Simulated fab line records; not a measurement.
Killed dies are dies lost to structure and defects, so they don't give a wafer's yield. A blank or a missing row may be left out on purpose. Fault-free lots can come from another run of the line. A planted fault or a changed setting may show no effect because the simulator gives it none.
Problem report in the 8D (eight disciplines) form, filled by code + flow sky130 + the parts of the form that need people (team, actions taken, sign-off) are left out

1. THE PROBLEM
At SKY_VIA1_ETCH_14, run_length_s averages 78.6 s over 6 wafers from 2 lots, while fault-free wafers read 74.1 s, standard deviation 0.45. Measured from the usual mean, that is +10 standard deviations.
The step: etches BARC in N2/H2, stops on SiO2, time 45.9 s, target depth 60 nm.
Seen first at day 38 17:07 on rie_diel-03, wafer L360.1. Wafers with a number at this step in the record: 18, from 6 lots. By rule, "out" or "out of limits" means more than 4 standard deviations away from the usual mean. Any other wafer with a number is counted as sound.

2. WHAT IT IS; WHAT IT IS NOT
| question                    | is                           | is not                                                                   |
|-----------------------------|------------------------------|--------------------------------------------------------------------------|
| which readings at this step | run_length_s, oes_product_au | chamber_pressure_mTorr, drypump_motor_current_A, throttle_valve_pct      |
| which lots                  | L360, L361                   | L346, L349, L363, L367                                                   |
| which wafers of those lots  | all that have a number       | -                                                                        |
| read on which tools         | rie_diel-03                  | rie_diel-01, rie_diel-04                                                 |
| when                        | from day 38 17:07            | up to then (6 sound wafers); but 6 sound wafers of L363, L367 came after |

3. THE SUSPECTS, EACH WITH WHAT RULES IT OUT
Counting: a tool at any process step up to the reading remains a suspect when it ran all the lots that are out and ran no sound lot after the first of those.
- rie_diel-03 at SKY_VIA1_ETCH_14 (etches BARC in N2/H2, stops on SiO2, time 45.9 s, target depth 60 nm): kept. Every lot that is out went through it, starting with L360 (day 38 17:07), and after that it ran no sound lot; the last sound lot it ran before then is L346 (day 33 19:55). Its own oes_product_au, run_length_s readings are out on those wafers.
Remaining after the count: rie_diel-03 at SKY_VIA1_ETCH_14.

4. THE CAUSE (what the simulator had put in)
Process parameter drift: rie_diel-03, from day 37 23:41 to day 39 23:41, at SKY_VIA1_ETCH_14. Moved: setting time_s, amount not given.
The count eliminated every tool but this one.

5. THE EFFECT CHAIN, in route order
Each row: a reading whose mean over the struck wafers that have a number lies more than 3 standard deviations from the usual. Scope: only readings with a usual standard deviation given in the record; hours: median across lots of the time from each lot's start at the first step in this table that gives one to its start at this step; sigmas: change in usual standard deviations.
| hours | step             | reading        | usual      | on struck wafers | change | sigmas |
|-------|------------------|----------------|------------|------------------|--------|--------|
| 0     | SKY_VIA1_ETCH_14 | oes_product_au | 0.855 a.u. | 0.814            | -0.041 | -8.6   |
| 0     | SKY_VIA1_ETCH_14 | run_length_s   | 74.1 s     | 78.6             | +4.5   | +10    |
Its process steps:
- SKY_VIA1_ETCH_14: etches BARC in N2/H2, stops on SiO2, time 45.9 s, target depth 60 nm.

6. HOW IT WOULD HAVE BEEN CAUGHT EARLIER
In this record no reading fell out of limits until day 38 17:07, 17 hours after the fault had begun at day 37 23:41.
